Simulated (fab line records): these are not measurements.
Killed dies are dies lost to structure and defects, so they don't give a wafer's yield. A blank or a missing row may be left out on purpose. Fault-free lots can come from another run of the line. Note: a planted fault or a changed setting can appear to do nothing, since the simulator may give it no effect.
fab line records ; flow sky130
record: lots: 4; wafers: 12; last-day: 49
route steps=708 shown VIA1@467 METAL2@483 VIA2@507 PAD_OPEN@708
lots that met no fault: taken from a fault-free run of the same line
start-h: hours from the record's opening day to when the first of the lot's shown wafers began ; wait-h: time in hours since the lot's previous step ; " unchanged from the row above ; L1.1+2: one row covering several wafers at once ; - value missing, or start not given ; * or withheld: withheld ; < > ~ a bound
route shown NAME@n: names a module that has steps shown in the file, with the first one's number in the route ; usual: mean/standard deviation of fault-free wafers ; same: alike in all rows ; chamber/n: place in a boat ; sites: each site's reading ; _std_site: standard deviation of those values ; _edge_site: outer sites' mean less inner sites' ; radius-mm: for every site, how far away it sits from the centre of the wafer ; mask NAME#n: copy n ; behind: tool/chamber where the wafer was last shaped ; hold: reason for holding the lot/hours on hold/outcome of the hold ; device: names the non-switching transistor (n, p or np) ; end of line: the route-end tests of the same wafers ; where a step has no rows: the recipe by itself ; killed: count of dies lost to structure and defects at first sort (not the wafer's yield) ; map: a wafer's dies, x killed, . not, _ none there
set.NAME: the setting the step ran with; set.NAME@STEP: the setting that earlier step ran with ; model.NAME: the simulator's own value behind a step, which no gauge read
lots seen at some steps along the route; tables by step, rows by wafer
services: a tool's chamber out of use, with start hour (start-h, from the record's first day; less than 0 if before it), hours out, and reason
== steps ==
step: SKY_VIA1_EXPOSE_09
recipe: mask-id: VIM; na: 0.8; source-shape: annular; sigma-inner: 0.55; sigma-outer: 0.85; target-cd-nm: 150; dose-mj: 38
step: SKY_VIA1_PEB_10
recipe: peb-temp-c: withheld; peb-time-s: withheld; resist: KrF-thick
step: SKY_VIA1_DEVELOP_11
recipe: develop-time-s: 60; resist: KrF-thick; dev-temp-c: 21
step: SKY_VIA1_ETCH_14
recipe: chemistry: N2/H2; target: BARC; ion-energy-ev: 200; source-w: 500; bias-w: 100; pressure-mtorr: 30; n2-flow-sccm: 100; h2-flow-sccm: 200; stop-on: SiO2; time-s: 45.9; target-depth-a: 600
step: SKY_VIA1_ETCH_15
recipe: target: SiO2; chemistry: C4F8/O2/Ar; target-depth-nm: 351; stop-on: TiN; mask-material: KrF-thick; source-w: 1500; bias-w: 1200; pressure-mtorr: 40; c4f8-flow-sccm: withheld; O2_flow_sccm: 6; Ar_flow_sccm: 300; time-s: 54
step: SKY_VIA1_STRIP_16
recipe: chemistry: O2/N2; power-w: 1400; pressure-mtorr: 1500; platen-temp-c: withheld; o2-flow-sccm: 3000; n2-flow-sccm: 300; overash-fraction: 0.5
step: SKY_VIA1_STRIP_17
recipe: chemistry: post-etch-residue-remover; time-s: 1200; temp-c: 72.5
step: SKY_VIA1_CLEAN_18
recipe: chemistry: IPA; time-s: 180; temp-c: 25
step: SKY_VIA1_CLEAN_19
recipe: chemistry: O3/DIW; dry: n2-spin
step: SKY_VIA1_SPUTTER_20
recipe: material: TiN; target-thk-nm: 20; chamber-pressure-pa: 5; power-w: 4000; time-s: 80
step: SKY_VIA1_CVD_21
recipe: material: W; target-thk-nm: 270; time-s: 80.902; temp-c: 400; pressure-torr: 40
usual: heater-power-w: 800/66; susceptor-temp-C: 400.00/0.24
lot.wafer;tool;chamber;start-h;wait-h;heater-power-w;susceptor-temp-C
L188.1;cvd-w-02;0;808.18;0.0;804;400.41
L188.4;cvd-w-02;0;808.18;0.0;804;400.06
L188.5;cvd-w-02;0;808.18;0.0;809;400.05
L198.1;cvd-w-02;0;892.73;0.0;784;400.04
L198.4;cvd-w-02;1;892.73;0.0;882;400.13
L198.6;cvd-w-02;1;892.73;0.0;866;399.96
L199.2;cvd-w-02;0;894.78;0.0;791;399.93
L199.4;cvd-w-02;1;894.78;0.0;876;399.86
L199.5;cvd-w-02;0;894.78;0.0;791;399.91
L206.1;cvd-w-01;0;924.82;0.0;633;399.67
L206.2;cvd-w-01;1;924.82;0.0;754;399.94
L206.4;cvd-w-01;0;924.82;0.0;646;400.25
step: SKY_VIA1_CMP_24
recipe: stop-on: SiO2; t-overpolish-s: 15; down-force-psi: 3.5; platen-rpm: 60; target-thk-nm: 0; pad-velocity-m-s: 0.94248
step: SKY_METAL2_SPUTTER_00
recipe: material: Ti; target-thk-nm: 15; power-w: 3000; time-s: 10; chamber-pressure-pa: 0.4
step: SKY_METAL2_SPUTTER_01
recipe: material: TiN; target-thk-nm: 20; power-w: 6500; time-s: 16.7; chamber-pressure-pa: 0.4
step: SKY_METAL2_SPUTTER_02
recipe: material: AlCu; target-thk-nm: 250; power-w: 10600; time-s: 13.3; chamber-pressure-pa: 0.4
step: SKY_METAL2_SPUTTER_03
recipe: material: Ti; target-thk-nm: 5; power-w: 3000; time-s: 3.3; chamber-pressure-pa: 0.4
step: SKY_METAL2_SPUTTER_04
recipe: material: TiN; target-thk-nm: 70; power-w: 6500; time-s: 58.3; chamber-pressure-pa: 0.4
step: SKY_METAL2_DEHYDRATE_07
recipe: temp-c: 200; time-s: 60
step: SKY_METAL2_HMDS_08
recipe: prime-time-s: 60; prime-temp-c: 120
step: SKY_METAL2_COAT_09
recipe: resist: BARC; temp-c: withheld; time-s: withheld; spin-rpm: 3000; resist-thk-nm: 60
step: SKY_METAL2_COAT_10
recipe: resist: KrF-thick; spin-rpm: 3000; resist-thk-nm: 450
step: SKY_METAL2_SOFTBAKE_11
recipe: temp-c: 100; time-s: 90; resist: KrF-thick
step: SKY_METAL2_EXPOSE_12
recipe: mask-id: MM2; na: 0.8; source-shape: annular; sigma-inner: 0.55; sigma-outer: 0.85; target-cd-nm: 140; dose-mj: 28
step: SKY_METAL2_PEB_13
recipe: peb-temp-c: withheld; peb-time-s: withheld; resist: KrF-thick
step: SKY_METAL2_DEVELOP_14
recipe: develop-time-s: 60; resist: KrF-thick; dev-temp-c: 21
step: SKY_METAL2_DESCUM_17
recipe: chemistry: O2; source-power-w: 150; bias-power-w: 0; pressure-mtorr: 10; temp-c: 40; time-s: 8
step: SKY_METAL2_ETCH_18
recipe: chemistry: N2/H2; target: BARC; ion-energy-ev: 200; bias-w: 100; pressure-mtorr: 30; n2-flow-sccm: 100; h2-flow-sccm: 200; icp-w: 500; stop-on: SiO2; time-s: 45.9; target-depth-a: 600
step: SKY_METAL2_METAL_ETCH_19
recipe: target-depth-a: 3600; stop-on: SiO2; over-etch-frac: 0.3; time-s: 78; chemistry: Cl2/BCl3; resist-sidewall-deg: 88; pressure-mtorr: 10; icp-w: 900; bias-w: 48.5; Cl2_flow_sccm: 60; bcl3-flow-sccm: 30
step: SKY_METAL2_STRIP_20
recipe: chemistry: O2/N2; power-w: 1400; pressure-mtorr: 1500; platen-temp-c: withheld; o2-flow-sccm: 3000; n2-flow-sccm: 300; overash-fraction: 0.5
step: SKY_METAL2_STRIP_21
recipe: chemistry: post-etch-residue-remover; time-s: 1200; temp-c: 72.5
step: SKY_METAL2_CLEAN_22
recipe: chemistry: IPA; time-s: 180; temp-c: 25
step: SKY_METAL2_CLEAN_23
recipe: chemistry: O3/DIW; dry: n2-spin
step: SKY_VIA2_HDPCVD_00
recipe: material: SiO2; target-thk-nm: 1180; sigma-open-frac: 0.3; time-s: 196.7; temp-c: 400; sih4-flow-sccm: 60; pressure-mtorr: 6
step: SKY_PAD_OPEN_PROBE_99
usual: defect-limited-yield: 82.5/1.9; killed_at_M0_to_M3: 43/6.8; killed_at_M4_up: 3.0/1.6; killed-at-contacts: 25/6; killed-at-front-end: 15/4.4; killed-at-other: 0.3/0.52; killed-dies: 86/9.6; killed-open: 47/6.7; killed-short: 39/6.8; sort_bin_3_pad_short: 0.9/0.43; sort_bin_5_function: 10.3/1.5; sort_bin_6_memory: 6.3/1.1; sort-n-pass: 406/9.6; sort-yield-pct: 82.5/1.9
same: gross-dies: 492; killed-at-back-side: 0; sort_bin_4_leakage[%]: 0; sort_bin_8_speed[%]: 0
lot.wafer;tool;chamber;start-h;wait-h;defect-limited-yield[%];killed_at_M0_to_M3;killed_at_M4_up;killed-at-contacts;killed-at-front-end;killed-at-other;killed-dies;killed-open;killed-short;sort_bin_3_pad_short[%];sort_bin_5_function[%];sort_bin_6_memory[%];sort-n-pass;sort-yield-pct[%];model.etest.tester.sort-n-pass;model.etest.tester.sort-yield-pct;model.etest.tester.sort_bin_5_pct;model.etest.tester.sort_bin_3_pct
L188.1;prober-02;-;1088.28;0.1;83.3;43;2;23;14;0;82;50;32;0.2;10.6;5.9;410;83.3;410;83.33;10.57;0.2033
L188.4;prober-02;-;1088.43;0.2;78.9;51;4;33;16;0;104;55;49;1.2;11.0;8.9;388;78.9;388;78.86;10.98;1.22
L188.5;prober-02;-;1088.48;0.2;80.9;47;1;29;17;0;94;54;40;0.8;10.0;8.3;398;80.9;398;80.89;9.959;0.813
L198.1;prober-02;-;1154.35;0.1;83.3;54;3;12;13;0;82;43;39;0.4;11.0;5.3;410;83.3;410;83.33;10.98;0.4065
L198.4;prober-02;-;1154.50;0.2;72.0;104;5;17;12;0;138;50;30;3.0;17.9;7.1;354;72.0;354;71.95;17.89;3.049
L198.6;prober-02;-;1154.60;0.2;74.6;87;3;25;10;0;125;34;33;3.7;15.7;6.1;367;74.6;367;74.59;15.65;3.659
L199.2;prober-02;-;1155.90;0.1;83.5;34;2;33;12;0;81;41;40;0.6;8.9;6.9;411;83.5;411;83.54;8.943;0.6098
L199.4;prober-02;-;1156.00;0.2;73.4;100;8;14;9;0;131;38;36;2.6;18.7;5.3;361;73.4;361;73.37;18.7;2.642
L199.5;prober-02;-;1156.05;0.2;85.6;37;2;20;12;0;71;45;26;0.6;9.6;4.3;421;85.6;421;85.57;9.553;0.6098
L206.1;prober-02;-;1176.82;0.1;83.1;49;4;21;9;0;83;42;41;1.0;8.9;6.9;409;83.1;409;83.13;8.943;1.016
L206.2;prober-02;-;1176.87;0.1;82.5;38;2;29;16;1;86;45;40;0.8;10.6;6.1;406;82.5;406;82.52;10.57;0.813
L206.4;prober-02;-;1176.97;0.2;79.5;44;6;30;20;1;101;63;38;0.6;11.4;8.5;391;79.5;391;79.47;11.38;0.6098
killed by level:class
L188.1 VIA1:geometric-particle:open=17 VIA3:geometric-particle:open=7 CONTACT:geometric-particle:open=6 LI_CONTACT:geometric-particle:open=6 CONTACT:geometric-particle:short=5 FIELD_ISO:geometric-particle:open=4 LOCAL_INTERCONNECT:geometric-particle:short=4 VIA2:geometric-particle:short=4
L188.4 CONTACT:geometric-particle:open=14 VIA1:geometric-particle:open=11 METAL2:geometric-particle:short=9 VIA2:geometric-particle:open=7 LI_CONTACT:geometric-particle:open=7 CONTACT:geometric-particle:short=6 VIA3:geometric-particle:short=6 VIA2:geometric-particle:short=5
L188.5 LI_CONTACT:geometric-particle:open=11 VIA3:geometric-particle:open=10 CONTACT:geometric-particle:open=9 VIA1:geometric-particle:open=7 FIELD_ISO:geometric-particle:short=6 METAL1:geometric-particle:short=6 VIA1:geometric-particle:short=6 VIA2:geometric-particle:open=5
L198.1 VIA1:geometric-particle:open=10 VIA1:geometric-particle:short=7 VIA2:geometric-particle:open=7 METAL2:geometric-particle:short=6 VIA3:geometric-particle:open=6 FIELD_ISO:geometric-particle:short=5 CONTACT:geometric-particle:open=5 VIA2:geometric-particle:short=5
L198.4 VIA1:unspecified=58 VIA1:geometric-particle:open=13 CONTACT:geometric-particle:open=9 VIA3:geometric-particle:open=7 VIA2:geometric-particle:open=6 FIELD_ISO:geometric-particle:open=5 VIA1:geometric-particle:short=5 METAL2:geometric-particle:short=4
L198.6 VIA1:unspecified=58 CONTACT:geometric-particle:open=11 VIA1:geometric-particle:short=7 LI_CONTACT:geometric-particle:open=6 CONTACT:geometric-particle:short=5 VIA2:geometric-particle:open=4 VIA3:geometric-particle:open=4 FIELD_ISO:geometric-particle:open=3
L199.2 CONTACT:geometric-particle:open=11 VIA1:geometric-particle:open=9 LOCAL_INTERCONNECT:geometric-particle:short=7 LI_CONTACT:geometric-particle:short=6 VIA2:geometric-particle:open=6 METAL2:geometric-particle:short=5 POLY_GATE:geometric-particle:short=4 LI_CONTACT:geometric-particle:open=4
L199.4 VIA1:unspecified=57 VIA2:geometric-particle:open=9 METAL4:geometric-particle:short=7 METAL1:geometric-particle:short=6 CONTACT:geometric-particle:open=6 VIA1:geometric-particle:open=6 VIA3:geometric-particle:open=6 METAL2:geometric-particle:short=5
L199.5 CONTACT:geometric-particle:open=12 VIA1:geometric-particle:open=9 METAL2:geometric-particle:short=6 VIA3:geometric-particle:open=6 VIA2:geometric-particle:open=6 VIA1:geometric-particle:short=5 LI_CONTACT:geometric-particle:open=4 FIELD_ISO:geometric-particle:short=3
L206.1 VIA1:geometric-particle:open=10 CONTACT:geometric-particle:open=6 VIA2:geometric-particle:open=6 METAL1:geometric-particle:short=5 METAL2:geometric-particle:short=5 VIA3:geometric-particle:open=5 VIA2:geometric-particle:short=4 CONTACT:geometric-particle:short=4
L206.2 VIA1:geometric-particle:open=10 LI_CONTACT:geometric-particle:open=9 CONTACT:geometric-particle:open=8 FIELD_ISO:geometric-particle:short=7 METAL2:geometric-particle:short=6 VIA3:geometric-particle:open=6 METAL1:geometric-particle:short=5 LOCAL_INTERCONNECT:geometric-particle:short=4
L206.4 CONTACT:geometric-particle:open=12 VIA1:geometric-particle:open=10 VIA2:geometric-particle:open=9 LI_CONTACT:geometric-particle:open=8 POLY_GATE:geometric-particle:open=6 VIA3:geometric-particle:open=6 LOCAL_INTERCONNECT:geometric-particle:short=5 METAL1:geometric-particle:short=5
map L198.4 (x killed, . not)
__________.........._________
________...x.....x.x.x_______
______..x.x.......x.x..._____
_____...........x.xxxxx..____
____......x....x.xxxxxxxxx___
___.x.......x.xxxxxxxxxxx..__
__.............xxxxxxxx.x..x_
_......xx......xxxxxxxx.xx..x
_....x..x..x.....xxxxxxxx....
_...........x..x..xxxx.xx..x.
_....x.....xx...xx.x.x..x....
_.....x..x..xx........x...x..
_.......x....xx.............x
_.....xx.................xx..
_x.xx.x.x......x.............
__......x......x..x........x_
___..xx...x....x..xx.......__
____x..........xx........x___
_____.............x.x..x.____
______...x...x..x...x.xx_____
________x.x.x....x.x.._______
__________x........._________
map L199.4 (x killed, . not)
__________....x.x..._________
________..x...x.x...x._______
______......x....xx.x.x._____
_____......x..xxxxxxxx...____
____.....x..x..xxxxxxxxxxx___
___x.......x....xxxxxxxxx..__
__...x.........xxxxxxxx...x._
_.......x.x....xxxxxxxxx.....
_...xx.x........xxxxx.x....x.
_...x.......x..xxx.xxx....x..
_........x..x.x....xx.x....x.
_........xx.........xx.......
_x...x.x.....x...............
_.........x........x..x....x.
_........x.......x.........x.
__.xx..........x........x.xx_
___...xx............x.x....__
____...xx.....x...x....x..___
_____...........xx.......____
______....x.....x.x...x._____
________.....x........_______
__________.xx.....x._________
== services ==
tool;chamber;start-h;hours;kind
cvd-w-02;-;819.51;2.8;pm
cvd-w-02;0;855.61;1.2;repair
cvd-w-01;-;904.00;14.0;pm
cvd-w-01;0;904.00;14.0;vent-cycle
cvd-w-01;1;904.00;14.0;vent-cycle
cvd-w-01;0;918.00;-;clean
cvd-w-01;1;918.00;-;clean
== key ==
first-sign: step: SKY_PAD_OPEN_PROBE_99; reading: killed_at_M0_to_M3; direction: up; sigmas: 8; usual: 43; struck: 97
effect: step: SKY_PAD_OPEN_PROBE_99; reading: sort_bin_3_pad_short; direction: up; sigmas: 5.2; usual: 0.9; struck: 3.1
model-effect: step: SKY_PAD_OPEN_PROBE_99; value: etest.tester.sort-n-pass; without: 408.7; struck: 360.7
met-at SKY_VIA1_CVD_21
struck-wafers L198.4,L198.6,L199.4
fault: kind: chamber-particle-source; tool: cvd-w-02; chamber: 1; onset-h: 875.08; steps: SKY_VIA1_CVD_21; rate-per-visit-cm2: 0.99674; end-h: 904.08
